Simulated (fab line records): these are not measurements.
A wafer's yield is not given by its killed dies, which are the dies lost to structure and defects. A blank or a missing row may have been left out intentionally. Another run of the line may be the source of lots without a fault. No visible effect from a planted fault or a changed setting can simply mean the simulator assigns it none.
Which tool is to blame? | flow sky130 | 14 lots, 42 wafers sampled, at 4 steps of a route of 708

WHAT THE GAUGES READ, wafer by wafer
SKY_LI_CONTACT_OVL_MEAS_13. Usual: LI_CONTACT_OVL typically reads 0 nm, with standard deviation 6.1.
lot  | measured     | on         | LI_CONTACT_OVL (nm) | flag
L856 | day 29 00:23 | overlay-02 | -15 -8 -13          |
L857 | day 29 08:52 | overlay-02 | 0 -2 -3             |
L861 | day 30 23:47 | overlay-02 | 4 -4 10             |
L862 | day 31 09:35 | overlay-02 | 12 -2 0             |
L865 | day 32 15:02 | overlay-01 | 8 9 3               |
L869 | day 33 22:40 | overlay-02 | -2 -7 4             |
L871 | day 34 07:20 | overlay-01 | 1 -4 -9             |
L872 | day 34 12:10 | overlay-02 | 4 -4 -3             |
L873 | day 34 16:20 | overlay-02 | 1 -4 -7             |
L874 | day 35 08:37 | overlay-02 | 2 5 1               |
L875 | day 35 10:39 | overlay-01 | 13 2 5              |
L876 | day 35 23:41 | overlay-02 | 4 0 6               |
L878 | day 36 09:14 | overlay-02 | -5 6 0              |
L879 | day 36 12:01 | overlay-02 | 0 2 2               |

SKY_CONTACT_OVL_MEAS_15. Usual: CONTACT_OVL typically reads 0 nm, with standard deviation 6.8.
lot  | measured     | on         | CONTACT_OVL (nm) | flag
L856 | day 31 12:08 | overlay-02 | -3 -5 -2         |
L857 | day 31 19:38 | overlay-02 | 3 -7 -4          |
L861 | day 33 11:14 | overlay-02 | 4 8 2            |
L862 | day 33 18:04 | overlay-02 | 0 -1 4           |
L865 | day 34 23:53 | overlay-02 | -7 -7 -11        |
L869 | day 36 07:06 | overlay-02 | 5 0 1            |
L871 | day 36 15:11 | overlay-01 | 2 6 2            |
L872 | day 36 20:14 | overlay-01 | -4 4 6           |
L873 | day 37 00:17 | overlay-02 | 2 1 -3           |
L874 | day 37 15:48 | overlay-02 | -2 3 2           |
L875 | day 37 18:03 | overlay-01 | -8 9 -3          |
L876 | day 38 07:31 | overlay-01 | 3 -3 -2          |
L878 | day 38 15:50 | overlay-02 | 16 16 15         |
L879 | day 38 18:44 | overlay-02 | 1 2 2            |

TOOL THAT RAN EACH LOT (tool first, then ch and the chambers of the sampled wafers, then the start)
lot  | SKY_RES_XHIGH_STRIP_08               | SKY_CONTACT_COAT_08
L856 | plasma asher-03 ch 0,1, day 26 12:28 | litho track-02 ch 0, day 30 21:28
L857 | plasma asher-02 ch 0,1, day 26 21:37 | litho track-03 ch 0, day 31 06:01
L861 | plasma asher-02 ch 1, day 28 14:31   | litho track-02 ch 0, day 32 21:30
L862 | plasma asher-01 ch 0,1, day 28 23:40 | litho track-02 ch 0, day 33 03:52
L865 | plasma asher-03 ch 0,1, day 30 06:22 | litho track-02 ch 0, day 34 09:43
L869 | plasma asher-01 ch 0,1, day 31 15:13 | litho track-02 ch 0, day 35 17:00
L871 | plasma asher-01 ch 1, day 32 00:43   | litho track-01 ch 0, day 36 02:01
L872 | plasma asher-02 ch 0,1, day 32 05:16 | litho track-03 ch 0, day 36 07:16
L873 | plasma asher-03 ch 0,1, day 32 10:04 | litho track-01 ch 0, day 36 10:40
L874 | plasma asher-02 ch 0,1, day 33 01:40 | litho track-01 ch 0, day 37 02:05
L875 | plasma asher-03 ch 0,1, day 33 02:46 | litho track-03 ch 0, day 37 05:06
L876 | plasma asher-02 ch 0,1, day 33 17:28 | litho track-01 ch 0, day 37 17:38
L878 | plasma asher-01 ch 0,1, day 34 02:25 | litho track-02 ch 0, day 38 02:37
L879 | plasma asher-02 ch 0, day 34 05:13   | litho track-03 ch 0, day 38 05:31
- SKY_RES_XHIGH_STRIP_08: strips in O2/N2.
- SKY_CONTACT_COAT_08: resist thk 60 nm.

WHAT THE TOOLS THEMSELVES READ (means of the sampled wafers that have a number; where no wafer has one, the mark that the record gives instead)
SKY_RES_XHIGH_STRIP_08. Usual: drypump motor current A 5.56 A, standard deviation 0.26; oes product au 0.711 a.u., standard deviation 0.0042; strip time to endpoint s 14.28 s, standard deviation 0.04.
lot  | tool            | drypump motor current A (A) | oes product au (a.u.) | strip time to endpoint s (s) | flag
L856 | plasma asher-03 | 5.23                        | 0.710                 | 14.32                        |
L857 | plasma asher-02 | 5.56                        | 0.714                 | 14.32                        |
L861 | plasma asher-02 | 5.52                        | 0.714                 | 14.31                        |
L862 | plasma asher-01 | 5.94                        | 0.709                 | 14.25                        |
L865 | plasma asher-03 | 5.24                        | 0.708                 | 14.28                        |
L869 | plasma asher-01 | 5.91                        | 0.717                 | 14.32                        |
L871 | plasma asher-01 | 5.59                        | 0.709                 | 14.29                        |
L872 | plasma asher-02 | 5.55                        | 0.713                 | 14.27                        |
L873 | plasma asher-03 | 5.32                        | 0.708                 | 14.31                        |
L874 | plasma asher-02 | 5.59                        | 0.713                 | 14.24                        |
L875 | plasma asher-03 | 5.23                        | 0.715                 | 14.31                        |
L876 | plasma asher-02 | 5.56                        | 0.713                 | 14.24                        |
L878 | plasma asher-01 | 5.92                        | 0.710                 | 14.26                        |
L879 | plasma asher-02 | 5.64                        | 0.709                 | 14.30                        |

SKY_CONTACT_COAT_08. Usual: spin speed rpm at 2999.9 rpm, with a standard deviation of 2.
lot  | tool           | spin speed rpm (rpm) | flag
L856 | litho track-02 | 3000.6               |
L857 | litho track-03 | 2999.3               |
L861 | litho track-02 | 3001.7               |
L862 | litho track-02 | 3001.5               |
L865 | litho track-02 | 2899.5               | OFF
L869 | litho track-02 | 2898.2               | OFF
L871 | litho track-01 | 3000.7               |
L872 | litho track-03 | 2997.9               |
L873 | litho track-01 | 2998.2               |
L874 | litho track-01 | 2999.1               |
L875 | litho track-03 | 2998.9               |
L876 | litho track-01 | 3000.3               |
L878 | litho track-02 | 2998.6               |
L879 | litho track-03 | 3000.9               |

THE ANSWER, worked out from the rows above alone
Rule: a lot is off if the mean of its wafers that have a number lies more than 3 standard deviations from the usual mean. Also off: a lot with no number at a reading for which 4 or more lots have one. Where the step has rows for the other lots, those lots are counted as sound. The gauges are gone through in route order, then the tools' own readings, and for those a lot's mean is taken as printed above. The first step at which some lot is off is used, and at that step the reading that is off furthest; a lot without a number counts as furthest.
Off at SKY_CONTACT_COAT_08 (spin speed rpm): L865, L869.
If a tool, at that step or one of the process steps before it, ran each lot that is off and ran no sound lot following the first of them, it fits. None of those tried fits.

WHAT THE SIMULATOR HAD PUT IN
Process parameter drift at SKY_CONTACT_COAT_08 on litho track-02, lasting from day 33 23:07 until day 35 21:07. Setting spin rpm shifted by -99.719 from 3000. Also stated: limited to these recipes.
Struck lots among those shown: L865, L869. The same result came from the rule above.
